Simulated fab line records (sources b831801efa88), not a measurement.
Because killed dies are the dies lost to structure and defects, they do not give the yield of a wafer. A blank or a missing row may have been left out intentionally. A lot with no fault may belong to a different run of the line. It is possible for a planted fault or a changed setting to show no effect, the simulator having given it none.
Problem report in the 8D (eight disciplines) form, filled by code    flow sky130    the parts of the form that need people (team, actions taken, sign-off) are left out

== 1. WHAT IS WRONG ==
Wafers without a fault read 56.60 W, standard deviation 0.046; heater_power_total_W at SKY_SD_N_SOFTBAKE_03 reads a mean of 59.95 W on 6 wafers belonging to 2 lots. Measured from the usual mean, that is +73 standard deviations.
The step: time 60 s.
The first sign was on wafer L477.1 at day 31 21:43, on litho_track-02. At this step, 33 wafers from 11 lots have a number in the record. The rule behind "out" and "out of limits": a value lying over 4 standard deviations away from the usual mean. Any other wafer with a number is counted as sound.

== 2. WHAT IT IS AND WHAT IT IS NOT ==
question                     is                                  is not
which readings at this step  heater_power_total_W, plate_temp_C  -
which lots                   L477, L478                          L464, L466, L467, L468, L469, L472, L484, L485, L486
which wafers of those lots   all that have a number              -
read on which tools          litho_track-02                      litho_track-01, litho_track-03
when                         from day 31 21:43                   up to then (18 sound wafers); but 9 sound wafers of L484, L485, L486 came after

== 3. SUSPECTS, AND WHAT RULES EACH OUT ==
Counting: a tool stays on the suspect list if, at a process step up to the reading, it processed all lots that are out and no sound lot following the first of them.
- litho_track-02 at SKY_SD_N_SOFTBAKE_03 (time 60 s): kept. It ran every lot that is out, first L477 (day 31 21:43), and no sound lot after that; its last sound lot up to then is L468 (day 29 22:19). Out on those wafers are its own readings of heater_power_total_W, plate_temp_C.
Left after counting: litho_track-02 at SKY_SD_N_SOFTBAKE_03.

== 4. THE CAUSE (what the simulator had put in) ==
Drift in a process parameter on litho_track-02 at SKY_SD_N_SOFTBAKE_03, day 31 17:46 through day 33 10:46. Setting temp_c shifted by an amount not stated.
Only this tool survived the counting.

== 5. SEQUENCE OF EFFECTS, ordered by route ==
Each row: a reading whose mean over the struck wafers that have a number lies more than 3 standard deviations from the usual. Readings are gone through only where the record gives a usual standard deviation; hours: the median, over the lots, of the time from a lot's start at the first step in this table giving one to that lot's start at this step; sigmas: the change measured in usual standard deviations.
hours  step                  reading               usual    on struck wafers  change  sigmas
0      SKY_SD_N_SOFTBAKE_03  heater_power_total_W  56.60 W  59.95             +3.35   +73
0      SKY_SD_N_SOFTBAKE_03  plate_temp_C          89.98 C  93.90             +3.92   +30
Here are the process steps it includes:
- SKY_SD_N_SOFTBAKE_03: time 60 s.

== 6. WHAT WOULD HAVE CAUGHT IT SOONER ==
In this record no reading fell out of limits until day 31 21:43, 4 hours after the fault had begun at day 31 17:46.
